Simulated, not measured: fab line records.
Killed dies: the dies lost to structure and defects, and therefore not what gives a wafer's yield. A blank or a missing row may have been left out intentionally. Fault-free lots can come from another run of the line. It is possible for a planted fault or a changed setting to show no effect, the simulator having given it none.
Which tool is to blame? / flow sky130 / 13 lots, 39 wafers sampled, at 6 steps of a route of 708

## WHAT EACH GAUGE READ, for each wafer
SKY_FIELD_ISO_THK_MEAS_25. Usual: for FIELD_ISO_CVD_24_THK the level is 596 nm and the standard deviation is 6.5.
lot=L658; measured=day 2 06:58; on=filmMetro-03; FIELD_ISO_CVD_24_THK (nm)=602 596 598; flag=
lot=L659; measured=day 2 12:01; on=filmMetro-02; FIELD_ISO_CVD_24_THK (nm)=604 594 595; flag=
lot=L660; measured=day 2 19:52; on=filmMetro-01; FIELD_ISO_CVD_24_THK (nm)=588 595 589; flag=
lot=L666; measured=day 4 02:30; on=filmMetro-02; FIELD_ISO_CVD_24_THK (nm)=591 594 596; flag=
lot=L667; measured=day 4 08:55; on=filmMetro-01; FIELD_ISO_CVD_24_THK (nm)=572 591 589; flag=
lot=L671; measured=day 5 04:01; on=filmMetro-02; FIELD_ISO_CVD_24_THK (nm)=595 589 601; flag=
lot=L673; measured=day 5 16:02; on=filmMetro-02; FIELD_ISO_CVD_24_THK (nm)=595 594 591; flag=
lot=L675; measured=day 6 00:14; on=filmMetro-02; FIELD_ISO_CVD_24_THK (nm)=602 598 599; flag=
lot=L676; measured=day 6 07:51; on=filmMetro-02; FIELD_ISO_CVD_24_THK (nm)=591 584 592; flag=
lot=L677; measured=day 6 14:04; on=filmMetro-03; FIELD_ISO_CVD_24_THK (nm)=592 589 589; flag=
lot=L678; measured=day 6 16:55; on=filmMetro-01; FIELD_ISO_CVD_24_THK (nm)=588 592 583; flag=
lot=L679; measured=day 6 21:53; on=filmMetro-02; FIELD_ISO_CVD_24_THK (nm)=585 598 596; flag=
lot=L680; measured=day 7 06:14; on=filmMetro-01; FIELD_ISO_CVD_24_THK (nm)=588 590 583; flag=

SKY_PWDE_OVL_MEAS_07. Usual: for PWDE_OVL the level is 0.2 nm and the standard deviation is 1.5.
lot=L658; measured=day 3 18:41; on=overlay-01; PWDE_OVL (nm)=-0.3 1.2 -0.4; flag=
lot=L659; measured=day 4 02:28; on=overlay-01; PWDE_OVL (nm)=1.8 -1.2 -2.9; flag=
lot=L660; measured=day 4 08:43; on=overlay-02; PWDE_OVL (nm)=-1.2 0.1 0.0; flag=
lot=L666; measured=day 5 18:14; on=overlay-02; PWDE_OVL (nm)=3.1 -0.9 -0.4; flag=
lot=L667; measured=day 6 02:53; on=overlay-02; PWDE_OVL (nm)=1.4 2.5 1.8; flag=
lot=L671; measured=day 7 00:52; on=overlay-01; PWDE_OVL (nm)=2.2 2.6 0.6; flag=
lot=L673; measured=day 7 11:11; on=overlay-01; PWDE_OVL (nm)=0.0 1.9 0.9; flag=
lot=L675; measured=day 7 18:16; on=overlay-02; PWDE_OVL (nm)=-0.3 1.7 -0.3; flag=
lot=L676; measured=day 8 02:13; on=overlay-02; PWDE_OVL (nm)=0.9 -0.4 -2.4; flag=
lot=L677; measured=day 8 08:19; on=overlay-01; PWDE_OVL (nm)=-1.4 -1.4 -0.2; flag=
lot=L678; measured=day 8 11:35; on=overlay-02; PWDE_OVL (nm)=-0.1 2.2 0.9; flag=
lot=L679; measured=day 9 01:05; on=overlay-01; PWDE_OVL (nm)=1.8 0.6 1.4; flag=
lot=L680; measured=day 9 13:10; on=overlay-02; PWDE_OVL (nm)=1.2 2.7 1.8; flag=

SKY_NWELL_TW_MEAS_15. Usual: for NWELL_TW the level is 1826 and the standard deviation is 11.
lot=L658; measured=day 4 12:10; on=filmMetro-04; NWELL_TW=1829 1832 1832; flag=
lot=L659; measured=day 4 20:11; on=filmMetro-02; NWELL_TW=2251 2259 2245; flag=OFF
lot=L660; measured=day 5 03:29; on=filmMetro-04; NWELL_TW=2265 2278 2264; flag=OFF
lot=L666; measured=day 6 18:55; on=filmMetro-02; NWELL_TW=2249 2246 2252; flag=OFF
lot=L667; measured=day 6 23:28; on=filmMetro-04; NWELL_TW=1830 1823 1826; flag=
lot=L671; measured=day 7 20:28; on=filmMetro-04; NWELL_TW=1838 1838 1841; flag=
lot=L673; measured=day 8 07:32; on=filmMetro-02; NWELL_TW=1828 1822 1826; flag=
lot=L675; measured=day 8 14:37; on=filmMetro-03; NWELL_TW=1828 1834 1834; flag=
lot=L676; measured=day 8 23:07; on=filmMetro-03; NWELL_TW=1826 1834 1821; flag=
lot=L677; measured=day 9 06:28; on=filmMetro-04; NWELL_TW=1821 1821 1824; flag=
lot=L678; measured=day 9 09:13; on=filmMetro-02; NWELL_TW=1811 1822 1817; flag=
lot=L679; measured=day 9 23:40; on=filmMetro-04; NWELL_TW=1835 1824 1824; flag=
lot=L680; measured=day 10 12:04; on=filmMetro-04; NWELL_TW=1840 1842 1838; flag=

SKY_NWELL_RS_MEAS_29: measures by four-point-probe. Usual: for NWELL_RS the level is 624.8 ohm/sq and the standard deviation is 1.5.
lot=L658; measured=day 5 05:56; on=filmMetro-04; NWELL_RS (ohm/sq)=626.0 624.5 626.2; flag=
lot=L659; measured=day 5 13:51; on=filmMetro-03; NWELL_RS (ohm/sq)=429.8 428.4 429.4; flag=OFF
lot=L660; measured=day 5 21:39; on=filmMetro-03; NWELL_RS (ohm/sq)=431.8 431.8 431.7; flag=OFF
lot=L666; measured=day 7 12:48; on=filmMetro-02; NWELL_RS (ohm/sq)=432.5 431.2 430.4; flag=OFF
lot=L667; measured=day 7 18:24; on=filmMetro-03; NWELL_RS (ohm/sq)=625.2 625.5 626.1; flag=
lot=L671; measured=day 8 17:50; on=filmMetro-03; NWELL_RS (ohm/sq)=623.2 623.6 623.7; flag=
lot=L673; measured=day 9 05:24; on=filmMetro-02; NWELL_RS (ohm/sq)=626.0 623.8 626.2; flag=
lot=L675; measured=day 9 12:46; on=filmMetro-04; NWELL_RS (ohm/sq)=625.8 623.5 628.4; flag=
lot=L676; measured=day 9 21:34; on=filmMetro-02; NWELL_RS (ohm/sq)=623.9 624.0 625.0; flag=
lot=L677; measured=day 10 04:52; on=filmMetro-03; NWELL_RS (ohm/sq)=624.3 625.4 625.1; flag=
lot=L678; measured=day 10 07:25; on=filmMetro-02; NWELL_RS (ohm/sq)=628.1 626.0 626.8; flag=
lot=L679; measured=day 10 22:47; on=filmMetro-02; NWELL_RS (ohm/sq)=625.0 624.0 624.8; flag=
lot=L680; measured=day 11 11:55; on=filmMetro-02; NWELL_RS (ohm/sq)=625.9 626.8 625.9; flag=

SKY_VT_ADJUST_HVTP_OVL_MEAS_08. Usual: for VT_ADJUST_HVTP_OVL the level is 0.7 nm and the standard deviation is 1.4.
lot=L658; measured=day 6 01:06; on=overlay-02; VT_ADJUST_HVTP_OVL (nm)=-0.8 -0.1 1.7; flag=
lot=L659; measured=day 6 09:09; on=overlay-02; VT_ADJUST_HVTP_OVL (nm)=1.1 1.8 2.0; flag=
lot=L660; measured=day 6 17:28; on=overlay-01; VT_ADJUST_HVTP_OVL (nm)=-1.3 0.0 -1.8; flag=
lot=L666; measured=day 8 08:34; on=overlay-01; VT_ADJUST_HVTP_OVL (nm)=1.0 0.9 2.7; flag=
lot=L667; measured=day 8 14:24; on=overlay-01; VT_ADJUST_HVTP_OVL (nm)=1.2 1.0 2.1; flag=
lot=L671; measured=day 9 15:38; on=overlay-01; VT_ADJUST_HVTP_OVL (nm)=0.8 1.2 -0.3; flag=
lot=L673; measured=day 10 03:27; on=overlay-02; VT_ADJUST_HVTP_OVL (nm)=-0.1 0.1 0.9; flag=
lot=L675; measured=day 10 10:26; on=overlay-02; VT_ADJUST_HVTP_OVL (nm)=-1.3 0.7 0.2; flag=
lot=L676; measured=day 10 19:53; on=overlay-01; VT_ADJUST_HVTP_OVL (nm)=1.8 0.3 0.2; flag=
lot=L677; measured=day 11 04:17; on=overlay-02; VT_ADJUST_HVTP_OVL (nm)=-0.2 0.7 1.0; flag=
lot=L678; measured=day 11 06:46; on=overlay-01; VT_ADJUST_HVTP_OVL (nm)=0.6 0.4 0.2; flag=
lot=L679; measured=day 11 22:57; on=overlay-01; VT_ADJUST_HVTP_OVL (nm)=0.6 1.5 1.2; flag=
lot=L680; measured=day 12 13:17; on=overlay-01; VT_ADJUST_HVTP_OVL (nm)=0.4 0.9 0.5; flag=

## WHICH TOOL RAN EACH LOT (tool, then ch and the chambers of the sampled wafers, then the start)
lot=L658; SKY_NWELL_IMPLANT_11=implanter-03 ch 0, day 4 11:37
lot=L659; SKY_NWELL_IMPLANT_11=implanter-01 ch 0, day 4 19:20
lot=L660; SKY_NWELL_IMPLANT_11=implanter-01 ch 0, day 5 02:38
lot=L666; SKY_NWELL_IMPLANT_11=implanter-02 ch 0, day 6 17:14
lot=L667; SKY_NWELL_IMPLANT_11=implanter-01 ch 0, day 6 22:55
lot=L671; SKY_NWELL_IMPLANT_11=implanter-02 ch 0, day 7 19:55
lot=L673; SKY_NWELL_IMPLANT_11=implanter-01 ch 0, day 8 06:59
lot=L675; SKY_NWELL_IMPLANT_11=implanter-03 ch 0, day 8 14:04
lot=L676; SKY_NWELL_IMPLANT_11=implanter-02 ch 0, day 8 22:34
lot=L677; SKY_NWELL_IMPLANT_11=implanter-02 ch 0, day 9 05:55
lot=L678; SKY_NWELL_IMPLANT_11=implanter-02 ch 0, day 9 08:40
lot=L679; SKY_NWELL_IMPLANT_11=implanter-01 ch 0, day 9 23:07
lot=L680; SKY_NWELL_IMPLANT_11=implanter-02 ch 0, day 10 11:31
- SKY_NWELL_IMPLANT_11

## WHAT THE TOOLS THEMSELVES READ (means of the sampled wafers that have a number; where no wafer has one, the mark that the record gives instead)
The record holds no such reading with a usual standard deviation.

## THE ANSWER, worked out from the rows above alone
Rule: a lot counts as off when the mean over its wafers that have a number is more than 3 standard deviations away from the usual mean. A lot without any number at a reading at which 4 lots or more have one is off too. The other lots that the step has rows for count as sound. First the gauges in route order, then the tools' own readings, where a lot's mean is used as printed above. The first step at which some lot is off is used, and at that step the reading that is off furthest; a lot without a number counts as furthest.
Off: L659, L660, L666, at SKY_NWELL_TW_MEAS_15 (NWELL_TW).
A tool fits if, at a process step before that reading, it ran every lot that is off, and no sound lot after the first of them. The gauges at SKY_NWELL_TW_MEAS_15 are tried like those tools. Of those tried, none fits.

## WHAT WAS PUT IN BY THE SIMULATOR
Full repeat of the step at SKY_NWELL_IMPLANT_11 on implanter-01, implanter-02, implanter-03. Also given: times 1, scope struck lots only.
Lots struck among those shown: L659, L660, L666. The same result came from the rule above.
